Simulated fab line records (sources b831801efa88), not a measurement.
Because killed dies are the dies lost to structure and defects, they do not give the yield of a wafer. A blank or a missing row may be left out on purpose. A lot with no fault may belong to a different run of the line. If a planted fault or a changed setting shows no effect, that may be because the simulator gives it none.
Tool commonality check || flow gf180mcu || 11 lots and 39 wafers in the sample

== REASON IT WAS OPENED ==
At GF_TOP_METAL_CD_MEAS_14 the reading cd nm is flagged on 2 of 11 lots. Fault-free wafers read 439.9 nm, with a standard deviation of 2.5.
Rule: flag the lot when none of its wafers has a number, or when each of its wafers that has one lies beyond 4 standard deviations from that mean. All remaining lots are regarded as sound.

{"lot": "L144", "measured": "day 28 10:47", "on": "cd sem-02", "cd nm (nm), wafer by wafer": "442.7 441.5 442.8", "flag": ""}
{"lot": "L148", "measured": "day 29 22:12", "on": "cd sem-01", "cd nm (nm), wafer by wafer": "439.4 442.7 441.6", "flag": ""}
{"lot": "L150", "measured": "day 30 12:24", "on": "cd sem-02", "cd nm (nm), wafer by wafer": "439.9 439.2 437.8", "flag": ""}
{"lot": "L151", "measured": "day 30 20:50", "on": "cd sem-02", "cd nm (nm), wafer by wafer": "446.3 445.6 441.5", "flag": ""}
{"lot": "L152", "measured": "day 31 05:06", "on": "cd sem-02", "cd nm (nm), wafer by wafer": "437.6 439.6 437.9", "flag": ""}
{"lot": "L153", "measured": "day 31 08:27", "on": "cd sem-01", "cd nm (nm), wafer by wafer": "441.2 439.5 439.9", "flag": ""}
{"lot": "L159", "measured": "day 33 08:00", "on": "cd sem-01", "cd nm (nm), wafer by wafer": "459.4 458.7 458.5 459.4 458.6 458.4", "flag": "FLAGGED"}
{"lot": "L161", "measured": "day 33 10:10", "on": "cd sem-01", "cd nm (nm), wafer by wafer": "456.8 456.2 457.2 457.0 456.4 457.1", "flag": "FLAGGED"}
{"lot": "L163", "measured": "day 33 20:18", "on": "cd sem-01", "cd nm (nm), wafer by wafer": "438.1 438.8 439.9", "flag": ""}
{"lot": "L164", "measured": "day 34 00:10", "on": "cd sem-02", "cd nm (nm), wafer by wafer": "440.6 439.3 437.6", "flag": ""}
{"lot": "L165", "measured": "day 34 05:11", "on": "cd sem-01", "cd nm (nm), wafer by wafer": "441.4 441.7 439.2", "flag": ""}
Average over the flagged lots: 457.8 nm; offset from the usual +17.9 nm, equal to +7 standard deviations.

== WHICH TOOL EACH LOT WENT THROUGH ==
Before the reading, the record contains 2 process steps out of a 602-step route. Each cell gives the tool, then ch followed by the chambers the sampled wafers passed through, then the start.
{"lot": "L144", "flag": "", "GF_M5_ETCH_09": "rie diel-04 ch 0,1,3, day 26 15:30", "GF_TOP_METAL_COAT_09": "litho track-02 ch 0, day 28 00:48"}
{"lot": "L148", "flag": "", "GF_M5_ETCH_09": "rie diel-03 ch 1,2,3, day 28 04:49", "GF_TOP_METAL_COAT_09": "litho track-02 ch 0, day 29 12:24"}
{"lot": "L150", "flag": "", "GF_M5_ETCH_09": "rie diel-01 ch 1,2,3, day 28 20:10", "GF_TOP_METAL_COAT_09": "litho track-04 ch 0, day 30 02:57"}
{"lot": "L151", "flag": "", "GF_M5_ETCH_09": "rie diel-01 ch 0,1, day 29 04:19", "GF_TOP_METAL_COAT_09": "litho track-04 ch 0, day 30 11:54"}
{"lot": "L152", "flag": "", "GF_M5_ETCH_09": "rie diel-03 ch 0,1,3, day 29 13:42", "GF_TOP_METAL_COAT_09": "litho track-02 ch 0, day 30 20:24"}
{"lot": "L153", "flag": "", "GF_M5_ETCH_09": "rie diel-03 ch 0,1, day 29 17:39", "GF_TOP_METAL_COAT_09": "litho track-04 ch 0, day 30 23:12"}
{"lot": "L159", "flag": "FLAGGED", "GF_M5_ETCH_09": "rie diel-04 ch 1,3, day 31 19:24", "GF_TOP_METAL_COAT_09": "litho track-04 ch 0, day 33 00:00"}
{"lot": "L161", "flag": "FLAGGED", "GF_M5_ETCH_09": "rie diel-01 ch 1,2, day 31 22:00", "GF_TOP_METAL_COAT_09": "litho track-04 ch 0, day 33 02:10"}
{"lot": "L163", "flag": "", "GF_M5_ETCH_09": "rie diel-01 ch 1,3, day 32 09:28", "GF_TOP_METAL_COAT_09": "litho track-01 ch 0, day 33 11:53"}
{"lot": "L164", "flag": "", "GF_M5_ETCH_09": "rie diel-03 ch 2,3, day 32 12:33", "GF_TOP_METAL_COAT_09": "litho track-02 ch 0, day 33 16:13"}
{"lot": "L165", "flag": "", "GF_M5_ETCH_09": "rie diel-01 ch 0,2,3, day 32 18:57", "GF_TOP_METAL_COAT_09": "litho track-02 ch 0, day 33 21:33"}
What the steps here do:
- GF_M5_ETCH_09: etches Si3N4 in CF4/O2, target depth 52 nm, time 11.6 s.
- GF_TOP_METAL_COAT_09: resist thk 1500 nm.
- GF_TOP_METAL_CD_MEAS_14: target cd 440 nm.

== FLAGGED OVER TOTAL, TOOL BY TOOL (the gauges that took the reading come last) ==
{"step": "GF_M5_ETCH_09", "tool": "rie diel-01", "lots run": 5, "flagged": 1, "share of the flagged lots": "some", "sound lots run after its first flagged lot": "2 (L163,L165)"}
{"step": "GF_M5_ETCH_09", "tool": "rie diel-03", "lots run": 4, "flagged": 0, "share of the flagged lots": "none", "sound lots run after its first flagged lot": "-"}
{"step": "GF_M5_ETCH_09", "tool": "rie diel-04", "lots run": 2, "flagged": 1, "share of the flagged lots": "some", "sound lots run after its first flagged lot": 0}
{"step": "GF_TOP_METAL_COAT_09", "tool": "litho track-01", "lots run": 1, "flagged": 0, "share of the flagged lots": "none", "sound lots run after its first flagged lot": "-"}
{"step": "GF_TOP_METAL_COAT_09", "tool": "litho track-02", "lots run": 5, "flagged": 0, "share of the flagged lots": "none", "sound lots run after its first flagged lot": "-"}
{"step": "GF_TOP_METAL_COAT_09", "tool": "litho track-04", "lots run": 5, "flagged": 2, "share of the flagged lots": "all", "sound lots run after its first flagged lot": 0}
{"step": "GF_TOP_METAL_CD_MEAS_14", "tool": "cd sem-01", "lots run": 6, "flagged": 2, "share of the flagged lots": "all", "sound lots run after its first flagged lot": "2 (L163,L165)"}
{"step": "GF_TOP_METAL_CD_MEAS_14", "tool": "cd sem-02", "lots run": 5, "flagged": 0, "share of the flagged lots": "none", "sound lots run after its first flagged lot": "-"}

== WHAT THE TABLE PERMITS ==
Rows of the table that ran all the flagged lots, 2 in number: litho track-04 at GF_TOP_METAL_COAT_09; cd sem-01 at GF_TOP_METAL_CD_MEAS_14.
- litho track-04 at GF_TOP_METAL_COAT_09 ran 5 lots, 2 of them flagged. Its last sound lot is L153 (day 30 23:12), its first flagged lot L159 (day 33 00:00): a fault that began between those two fits. Its own readings lie more than 4 standard deviations out on every wafer of the flagged lots: spin speed rpm.
- cd sem-01 at GF_TOP_METAL_CD_MEAS_14 ran 6 lots, 2 of them flagged. After the first flagged lot (L163, L165), sound lots still ran on it; a lasting fault on the whole tool would not permit that.
Left over: one tool, litho track-04 at GF_TOP_METAL_COAT_09.

== WHAT HAD BEEN PUT IN BY THE SIMULATOR ==
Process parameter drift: litho track-04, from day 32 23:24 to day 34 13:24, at GF_TOP_METAL_COAT_09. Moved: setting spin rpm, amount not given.
Shown lots that were struck: L159, L161. The rule given above showed the same thing.
